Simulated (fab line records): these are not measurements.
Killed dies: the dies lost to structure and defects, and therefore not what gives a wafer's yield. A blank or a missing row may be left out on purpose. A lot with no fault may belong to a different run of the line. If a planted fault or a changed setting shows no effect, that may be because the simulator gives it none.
Struck lot and sound lot, side by side || flow sky130 || 31 out of 708 route steps
Sound: these wafers, L645.1, L645.3, L645.6. Struck: wafer L648.6. (L648.4, L648.5 of the same lot were not struck and are left out.) The cause comes at the end.
For every step that has rows: the tool of each side, followed by ch and its chambers, followed by its first start. Under that, the readings that differ: sound wafers || struck wafers || difference of the means || sigmas: that difference in standard deviations of wafers without a fault.
alike: readings with means less than 2 such deviations apart, plus words and numbers identical on both sides. not compared: withheld readings, readings lacking a value on some wafer, bounds such as >300 that could conceal the same value, and numbers that have no deviation in the record and whose values overlap.
A row with sigmas, a row that says differs or no value, or rows on one side alone: a step with any of these is where the two part. Non-overlapping numbers with no deviation appear without sigmas and do not part them. A reading missing from all wafers of one side parts the sides only when that side holds two or more wafers.

SKY_CONTACT_ETCH_18: etches Si3N4 in CHF3/O2, stops on TiN, time 39 s, target depth 75 nm.
  sound: rie-diel-03 ch 1,3; struck: rie-diel-01 ch 1
{"reading": "oes-product-au (a.u.)", "sound": "0.851 0.838 0.845", "struck": 0.865, "difference": "+0.020", "sigmas": "+2"}
  alike: bias-w, drypump-motor-current-A, throttle-valve-pct
  not compared: rf-hours-counter-h
then, 4 steps without rows for these wafers: SKY_CONTACT_STRIP_19 (strips in O2/N2); SKY_CONTACT_STRIP_20 (strips in post etch residue remover, time 1200 s); SKY_CONTACT_CLEAN_21 (cleans in IPA, time 180 s); SKY_CONTACT_CLEAN_22 (cleans in O3/DIW).
SKY_CONTACT_SPUTTER_23: material TiN, target thk 20 nm, time 80 s.
  sound on pvd-sputter-03, day 33 15:49; struck on pvd-sputter-01, day 34 06:05
  alike: throttle-valve-pct
then, 1 step without rows for these wafers: SKY_CONTACT_CVD_24 (deposits W, target thk 340 nm, time 102.12 s).
SKY_CONTACT_RS_MEAS_25: measurement is done with a four-point probe.
  sound on film-metro-04, day 33 15:59; struck on film-metro-04, day 34 06:17
  alike: CONTACT_W_RS
SKY_CONTACT_THK_MEAS_26: measures by xrf.
  sound on film-metro-04, day 33 16:07; struck on film-metro-04, day 34 06:22
  alike: CONTACT_W_THK
then, 3 steps without rows for these wafers: SKY_CONTACT_CMP_27 (polishes, stops on SiO2, t overpolish 15 s, target thk 0 nm); SKY_METAL1_SPUTTER_00 (material Ti, target thk 15 nm, time 10 s); SKY_METAL1_SPUTTER_01 (material TiN, target thk 20 nm, time 16.7 s).
SKY_METAL1_SPUTTER_02: material AlCu, target thk 250 nm, time 13.3 s.
  sound on pvd-sputter-02, day 33 16:31; struck on pvd-sputter-01, day 34 06:46
{"reading": "model.AlCu_of_METAL1_SPUTTER_02.thk-nm (nm)", "sound": "250.4 248.8 251", "struck": 182.9, "difference": -67.2, "sigmas": ""}
  alike: throttle-valve-pct
then, 1 step without rows for these wafers: SKY_METAL1_SPUTTER_03 (material Ti, target thk 5 nm, time 3.3 s).
SKY_METAL1_SPUTTER_04: material TiN, target thk 70 nm, time 58.3 s.
  sound on pvd-sputter-02, day 33 16:34; struck on pvd-sputter-01, day 34 06:49
  alike: throttle-valve-pct
SKY_METAL1_RS_MEAS_05: measurement is done with a four-point probe.
  sound on film-metro-03, day 33 16:37; struck on film-metro-02, day 34 07:11
{"reading": "METAL1_ALCU_RS (ohm/sq)", "sound": "0.1265 0.1272 0.1262", "struck": 0.1755, "difference": "+0.0489", "sigmas": "+31"}
  not compared: hold
SKY_METAL1_THK_MEAS_06: measures by xrf.
  sound on film-metro-03, day 33 16:44; struck on film-metro-02, day 34 10:11
{"reading": "METAL1_ALCU_THK (nm)", "sound": "246.4 242.2 246.6", "struck": 181.2, "difference": -63.9, "sigmas": -21}
  not compared: hold
then, 7 steps without rows for these wafers: SKY_METAL1_HMDS_08 (prime time 60 s); SKY_METAL1_COAT_09 (resist thk 60 nm); SKY_METAL1_COAT_10 (resist thk 450 nm); SKY_METAL1_SOFTBAKE_11 (time 90 s); SKY_METAL1_EXPOSE_12 (exposes mask MM1, target cd 140 nm); SKY_METAL1_PEB_13; SKY_METAL1_DEVELOP_14 (develop time 60 s).
SKY_METAL1_CD_MEAS_15: the cd target is 140 nm.
  sound on cd-sem-02, day 34 18:49; struck on cd-sem-02, day 35 09:47
  alike: cd-nm
SKY_METAL1_OVL_MEAS_16:
  sound on overlay-01, day 34 18:56; struck on overlay-02, day 35 09:52
  alike: METAL1_OVL
SKY_METAL1_DESCUM_17: chemistry O2, time 8 s.
  sound on rie-metal-04 ch 0,1, day 34 18:59; struck on rie-metal-04 ch 1, day 35 09:53
  alike: drypump-motor-current-A, oes-product-au
  not compared: rf-hours-counter-h
SKY_METAL1_ETCH_18: etches BARC in N2/H2, stops on SiO2, time 45.9 s, target depth 60 nm.
  sound on rie-metal-04 ch 0,1, day 34 19:01; struck on rie-metal-04 ch 1, day 35 09:56
{"reading": "bias-w (W)", "sound": "99.31 99.23 99.86", "struck": 100.07, "difference": "+0.60", "sigmas": "+2"}
  alike: drypump-motor-current-A, oes-product-au, throttle-valve-pct
  not compared: rf-hours-counter-h
SKY_METAL1_METAL_ETCH_19: etches the open film in Cl2/BCl3, stops on SiO2, target depth 360 nm, time 78 s.
  sound on rie-metal-04 ch 0,1, day 34 19:04; struck on rie-metal-04 ch 1, day 35 10:00
{"reading": "oes-product-au (a.u.)", "sound": "0.851 0.858 0.858", "struck": 0.791, "difference": -0.065, "sigmas": -10}
  alike: bias-w, drypump-motor-current-A, throttle-valve-pct
  not compared: rf-hours-counter-h
then, 1 step without rows for these wafers: SKY_METAL1_STRIP_20 (strips in O2/N2).
-- the record jumps here: 13 days lie between the struck wafers' starts before and after (it left off in module METAL1 and takes up again in module PAD_OPEN, whose first step shown is number 708 of the route) --
SKY_PAD_OPEN_PROBE_99:
  sound on prober-01, day 47 22:13; struck on prober-02, day 48 10:21
{"reading": "killed-at-contacts", "sound": "23 29 30", "struck": 16, "difference": -11, "sigmas": -2}
{"reading": "model.etest.met1.line-ohm-um", "sound": "0.923 0.9306 0.9054", "struck": 1.263, "difference": "+0.343", "sigmas": ""}
{"reading": "model.etest.met1.rs-ohm-sq", "sound": "0.1276 0.1285 0.1281", "struck": 0.1775, "difference": "+0.0494", "sigmas": ""}
  alike: defect-limited-yield, killed_at_M0_to_M3, killed_at_M4_up, killed-at-front-end, killed-at-other, killed-dies, killed-open, killed-short, sort_bin_3_pad_short, sort_bin_5_function, sort_bin_6_memory, sort-n-pass, sort-yield-pct

## WHERE THEY PART
Last at SKY_PAD_OPEN_PROBE_99 as far as this record goes, first at SKY_CONTACT_ETCH_18.

WHY: what the simulator had put in
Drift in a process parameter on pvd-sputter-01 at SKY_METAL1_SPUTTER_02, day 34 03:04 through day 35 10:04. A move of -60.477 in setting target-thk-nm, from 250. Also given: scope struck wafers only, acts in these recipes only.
